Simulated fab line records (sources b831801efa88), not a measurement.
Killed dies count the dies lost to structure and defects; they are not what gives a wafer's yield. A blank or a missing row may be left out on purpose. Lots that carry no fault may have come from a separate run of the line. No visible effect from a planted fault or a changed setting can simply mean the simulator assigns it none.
What tool caused it? / flow gf180mcu / 10 lots with 30 wafers sampled at 4 steps, on a route of 602 steps

WHAT THE GAUGES SHOWED, per wafer
GF_V1_THK_MEAS_03.
lot=L232; measured=day 20 18:32; on=film_metro-04; V1_CVD_02_THK (nm)=892 849 867
lot=L234; measured=day 21 08:26; on=film_metro-03; V1_CVD_02_THK (nm)=859 912 873
lot=L239; measured=day 23 04:19; on=film_metro-03; V1_CVD_02_THK (nm)=841 851 858
lot=L242; measured=day 24 01:45; on=film_metro-04; V1_CVD_02_THK (nm)=850 843 862
lot=L241; measured=day 24 03:11; on=film_metro-03; V1_CVD_02_THK (nm)=851 826 847
lot=L243; measured=day 24 08:55; on=film_metro-02; V1_CVD_02_THK (nm)=850 838 852
lot=L244; measured=day 24 15:58; on=film_metro-02; V1_CVD_02_THK (nm)=844 852 847
lot=L245; measured=day 25 01:25; on=film_metro-04; V1_CVD_02_THK (nm)=850 856 856
lot=L246; measured=day 25 08:03; on=film_metro-03; V1_CVD_02_THK (nm)=824 835 835
lot=L247; measured=day 25 13:34; on=film_metro-03; V1_CVD_02_THK (nm)=837 858 849

WHICH TOOL RAN EACH LOT (tool, then ch and the chambers of the sampled wafers, then the start)
lot=L232; GF_CONTACT_ETCH_16=rie_diel-02 ch 1,2,3, day 19 15:03; GF_CONTACT_SPUTTER_23=pvd_sputter-04, day 19 15:35; GF_V1_CVD_02=pecvd-03 ch 0,1,2, day 20 18:28
lot=L234; GF_CONTACT_ETCH_16=rie_diel-04 ch 0,2, day 20 06:10; GF_CONTACT_SPUTTER_23=pvd_sputter-01, day 20 06:41; GF_V1_CVD_02=pecvd-03 ch 1,2, day 21 08:20
lot=L239; GF_CONTACT_ETCH_16=rie_diel-04 ch 0,1, day 22 03:02; GF_CONTACT_SPUTTER_23=pvd_sputter-02, day 22 03:34; GF_V1_CVD_02=pecvd-04 ch 0,1, day 23 04:14
lot=L242; GF_CONTACT_ETCH_16=rie_diel-02 ch 2,3, day 23 00:17; GF_CONTACT_SPUTTER_23=pvd_sputter-04, day 23 00:49; GF_V1_CVD_02=pecvd-03 ch 0,1,2, day 24 01:40
lot=L241; GF_CONTACT_ETCH_16=rie_diel-01 ch 0,1,3, day 23 02:19; GF_CONTACT_SPUTTER_23=pvd_sputter-02, day 23 02:50; GF_V1_CVD_02=pecvd-02 ch 0,2, day 24 03:07
lot=L243; GF_CONTACT_ETCH_16=rie_diel-04 ch 0,2,3, day 23 08:06; GF_CONTACT_SPUTTER_23=pvd_sputter-04, day 23 08:37; GF_V1_CVD_02=pecvd-03 ch 1,2, day 24 08:51
lot=L244; GF_CONTACT_ETCH_16=rie_diel-01 ch 2,3, day 23 15:26; GF_CONTACT_SPUTTER_23=pvd_sputter-04, day 23 15:58; GF_V1_CVD_02=pecvd-04 ch 0,1, day 24 15:53
lot=L245; GF_CONTACT_ETCH_16=rie_diel-04 ch 1,3, day 23 22:25; GF_CONTACT_SPUTTER_23=pvd_sputter-01, day 23 22:56; GF_V1_CVD_02=pecvd-02 ch 0,1,2, day 25 01:20
lot=L246; GF_CONTACT_ETCH_16=rie_diel-04 ch 0,1,3, day 24 10:30; GF_CONTACT_SPUTTER_23=pvd_sputter-04, day 24 11:01; GF_V1_CVD_02=pecvd-02 ch 0,1, day 25 07:58
lot=L247; GF_CONTACT_ETCH_16=rie_diel-02 ch 1,2, day 24 13:53; GF_CONTACT_SPUTTER_23=pvd_sputter-04, day 24 14:25; GF_V1_CVD_02=pecvd-02 ch 0,2, day 25 13:28
- GF_CONTACT_ETCH_16: etches BARC in N2/H2.
- GF_CONTACT_SPUTTER_23: material TiN, target thk 10 nm, time 40 s.
- GF_V1_CVD_02: deposits SiO2 from TEOS, target thk 850 nm, time 94.851 s.

THE ANSWER, worked out from the rows above alone
Rule: the lots themselves supply what counts as usual. Put in order of their means at a reading, lots are off if they are a third of the lots or fewer, leave a main group of 4 or more, and stand apart from it by a gap of 3 or more times the standard deviation of the main group's means; of several such gaps the widest counts. If all means in a main group match to the digits the tables above print for the reading, that group is not used. Also off: a lot with no number at a reading for which 4 or more lots have one. Any other lot the step has rows for is counted as sound.
No lot is off on any of the readings shown, so nothing can be concluded from this.

WHAT HAD BEEN PUT IN BY THE SIMULATOR
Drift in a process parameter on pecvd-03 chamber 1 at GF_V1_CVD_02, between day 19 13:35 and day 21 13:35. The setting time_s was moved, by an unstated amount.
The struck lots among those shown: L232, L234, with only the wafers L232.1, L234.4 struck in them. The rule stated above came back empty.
